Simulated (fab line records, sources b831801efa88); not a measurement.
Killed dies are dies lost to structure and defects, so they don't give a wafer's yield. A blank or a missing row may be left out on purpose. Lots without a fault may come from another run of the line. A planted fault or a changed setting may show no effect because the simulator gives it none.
Chamber matching | flow sky130 | SKY_VIA1_CMP_02 on cmp-01: 4 sister chambers
The step polishes SiO2. 16 wafers are shown with their chamber, then 8 later ones without.

WAFERS WITH THEIR CHAMBER
wafer  | chamber | motor_current_A (A) | head_pressure_psi (psi)
L103.3 | 1       | 12.2                | 3.997
L103.4 | 0       | 13.3                | 4.003
L103.5 | 3       | 12.5                | 4.006
L105.3 | 2       | 11.3                | 3.979
L105.4 | 3       | 13.0                | 4.003
L105.6 | 0       | 13.8                | 4.023
L107.1 | 0       | 14.0                | 4.017
L107.5 | 0       | 13.3                | 4.018
L107.6 | 1       | 11.5                | 3.996
L112.3 | 0       | 14.3                | 3.980
L112.4 | 2       | 11.1                | 3.998
L112.5 | 2       | 11.9                | 3.997
L113.1 | 1       | 11.5                | 4.000
L113.4 | 2       | 11.5                | 4.002
L113.5 | 3       | 12.9                | 3.987
L114.1 | 2       | 11.5                | 4.005

SIGNATURES (means of the wafers above)
reading           | chamber 0 | chamber 1 | chamber 2 | chamber 3 | scatter within a chamber
motor_current_A   | 13.740    | 11.733    | 11.460    | 12.800    | 0.364
head_pressure_psi | 4.00820   | 3.99767   | 3.99620   | 3.99867   | 0.0124
Rule: a wafer's distance from a chamber is the root of the sum, over the readings, of the square of ((its reading less the chamber's mean) divided by the reading's scatter). The wafer belongs to the nearest chamber; if the next one is less than 2 further off, it can't be placed. The scatter: the root of (the sum of the squares of (reading less its chamber's mean) over the shown wafers, divided by (wafers less chambers)).

WAFERS WITHOUT THEIR CHAMBER
wafer  | motor_current_A (A) | head_pressure_psi (psi)
L114.4 | 12.0                | 3.982
L114.5 | 12.3                | 4.013
L121.3 | 12.8                | 4.004
L121.4 | 12.1                | 3.996
L121.6 | 13.3                | 3.991
L123.1 | 12.4                | 4.006
L123.2 | 11.4                | 3.999
L123.4 | 12.9                | 3.998

WHICH CHAMBER EACH WENT THROUGH
wafer  | from the rows above          | in truth
L114.4 | can't be placed: 1 or 2 or 3 | 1
L114.5 | can't be placed: 3 or 1 or 2 | 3
L121.3 | 3                            | 3
L121.4 | can't be placed: 1 or 2 or 3 | 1
L121.6 | can't be placed: 3 or 0      | 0
L123.1 | can't be placed: 3 or 1 or 2 | 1
L123.2 | can't be placed: 2 or 1      | 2
L123.4 | 3                            | 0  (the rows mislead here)
Placed correctly: 1 of 8. Can't be placed from these rows: 6 (the true chamber is among the candidates in 6). Placed wrongly: 1.
